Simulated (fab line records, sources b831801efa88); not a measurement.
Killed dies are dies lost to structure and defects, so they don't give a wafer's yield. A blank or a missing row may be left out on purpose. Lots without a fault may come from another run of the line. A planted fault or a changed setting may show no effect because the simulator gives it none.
Which tool did it? | flow sky130 | 12 lots, 36 wafers sampled, at 3 steps of a route of 708

WHAT THE GAUGES READ, wafer by wafer
SKY_PASSIVATION_THK_MEAS_03. Usual: PASSIVATION_CVD_02_THK 539 nm, standard deviation 6.9.
lot  | measured     | on            | PASSIVATION_CVD_02_THK (nm) | flag
L370 | day 44 12:40 | film_metro-04 | 543 553 543                 |
L372 | day 44 19:08 | film_metro-03 | 531 535 539                 |
L375 | day 45 13:35 | film_metro-04 | 540 534 545                 |
L374 | day 45 10:35 | film_metro-03 | 528 542 534                 |
L377 | day 46 04:58 | film_metro-04 | 534 540 534                 |
L378 | day 46 10:41 | film_metro-01 | 537 540 550                 |
L379 | day 46 22:39 | film_metro-04 | 531 538 541                 |
L380 | day 47 00:49 | film_metro-03 | 535 532 544                 |
L381 | day 47 04:59 | film_metro-04 | 545 545 541                 |
L388 | day 48 14:57 | film_metro-01 | 532 536 545                 |
L389 | day 49 04:16 | film_metro-01 | 527 536 542                 |
L391 | day 49 08:29 | film_metro-04 | 534 543 548                 |

WHICH TOOL RAN EACH LOT (tool, then ch and the chambers of the sampled wafers, then the start)
lot  | SKY_FIELD_ISO_STRIP_16              | SKY_CAP2M_SPUTTER_02
L370 | plasma_asher-01 ch 0,1, day 2 05:22 | pvd_sputter-01, day 40 09:41
L372 | plasma_asher-01 ch 0,1, day 2 14:40 | pvd_sputter-03, day 40 15:59
L375 | plasma_asher-04 ch 0,1, day 3 08:25 | pvd_sputter-01, day 41 10:59
L374 | plasma_asher-01 ch 0,1, day 3 08:46 | pvd_sputter-01, day 41 07:39
L377 | plasma_asher-02 ch 0,1, day 3 19:02 | pvd_sputter-01, day 42 05:46
L378 | plasma_asher-01 ch 0,1, day 3 23:10 | pvd_sputter-03, day 42 08:15
L379 | plasma_asher-01 ch 0,1, day 4 02:52 | pvd_sputter-02, day 43 03:00
L380 | plasma_asher-02 ch 0,1, day 4 09:49 | pvd_sputter-01, day 43 03:56
L381 | plasma_asher-02 ch 0,1, day 4 13:58 | pvd_sputter-02, day 43 09:49
L388 | plasma_asher-01 ch 0,1, day 6 03:05 | pvd_sputter-01, day 44 22:55
L389 | plasma_asher-01 ch 0,1, day 6 06:59 | pvd_sputter-01, day 45 13:56
L391 | plasma_asher-04 ch 0,1, day 6 18:46 | pvd_sputter-02, day 45 18:50
- SKY_FIELD_ISO_STRIP_16: strips in O2/N2.
- SKY_CAP2M_SPUTTER_02: material TiN, target thk 200 nm, time 166.7 s.

WHAT THE TOOLS THEMSELVES READ (means of the sampled wafers that have a number; where no wafer has one, the mark that the record gives instead)
SKY_FIELD_ISO_STRIP_16. Usual: chamber_pressure_mTorr 1500.1 mTorr, standard deviation 1.3; drypump_motor_current_A 6.0 A, standard deviation 0.55; n2_flow_sccm 299.9 sccm, standard deviation 0.87; oes_product_au 0.378 a.u., standard deviation 0.0052; strip_time_to_endpoint_s 3.55 s, standard deviation 0.038.
lot  | tool            | chamber_pressure_mTorr (mTorr) | drypump_motor_current_A (A) | n2_flow_sccm (sccm) | oes_product_au (a.u.) | strip_time_to_endpoint_s (s) | flag
L370 | plasma_asher-01 | 1501.3                         | 6.3                         | 300.1               | 0.384                 | 3.57                         |
L372 | plasma_asher-01 | 1498.8                         | 6.4                         | 299.8               | 0.377                 | 3.58                         |
L375 | plasma_asher-04 | 1500.2                         | 6.3                         | 299.9               | 0.381                 | 3.57                         |
L374 | plasma_asher-01 | 1500.0                         | 6.4                         | 299.6               | 0.377                 | 3.53                         |
L377 | plasma_asher-02 | 1499.9                         | 5.4                         | 299.7               | 0.374                 | 3.51                         |
L378 | plasma_asher-01 | 1499.7                         | 6.3                         | 299.6               | 0.375                 | 3.56                         |
L379 | plasma_asher-01 | 1499.4                         | 6.3                         | 299.7               | 0.376                 | 3.55                         |
L380 | plasma_asher-02 | 1499.2                         | 5.4                         | 299.2               | 0.378                 | 3.58                         |
L381 | plasma_asher-02 | 1499.6                         | 5.3                         | 300.2               | 0.376                 | 3.55                         |
L388 | plasma_asher-01 | 1500.2                         | 6.3                         | 300.4               | 0.379                 | 3.57                         |
L389 | plasma_asher-01 | 1502.0                         | 6.1                         | 299.7               | 0.379                 | 3.58                         |
L391 | plasma_asher-04 | 1500.6                         | 6.3                         | 298.7               | 0.380                 | 3.57                         |

SKY_CAP2M_SPUTTER_02. Usual: cathode_dc_power_W 6499.8 W, standard deviation 1.3; throttle_valve_pct 29.7 %, standard deviation 0.82.
lot  | tool           | cathode_dc_power_W (W) | throttle_valve_pct (%) | flag
L370 | pvd_sputter-01 | 6499.1                 | 29.5                   |
L372 | pvd_sputter-03 | 6498.8                 | 29.2                   |
L375 | pvd_sputter-01 | 6499.8                 | 29.6                   |
L374 | pvd_sputter-01 | 6500.9                 | 30.3                   |
L377 | pvd_sputter-01 | 6499.5                 | 29.0                   |
L378 | pvd_sputter-03 | 6500.1                 | 29.7                   |
L379 | pvd_sputter-02 | 6500.2                 | 30.6                   |
L380 | pvd_sputter-01 | 6499.9                 | 29.5                   |
L381 | pvd_sputter-02 | 6498.8                 | 30.6                   |
L388 | pvd_sputter-01 | 6499.9                 | 30.4                   |
L389 | pvd_sputter-01 | 6500.1                 | 30.3                   |
L391 | pvd_sputter-02 | 6500.7                 | 30.4                   |

THE ANSWER, worked out from the rows above alone
Rule: a lot is off if the mean of its wafers that have a number lies more than 3 standard deviations from the usual mean. A lot without any number at a reading at which 4 lots or more have one is off too. The other lots that the step has rows for count as sound. The gauges are gone through in route order, then the tools' own readings, and for those a lot's mean is taken as printed above. The first step at which some lot is off is used, and at that step the reading that is off furthest; a lot without a number counts as furthest.
No lot is off at any reading shown: from this, nothing can be told.

WHAT THE SIMULATOR HAD PUT IN
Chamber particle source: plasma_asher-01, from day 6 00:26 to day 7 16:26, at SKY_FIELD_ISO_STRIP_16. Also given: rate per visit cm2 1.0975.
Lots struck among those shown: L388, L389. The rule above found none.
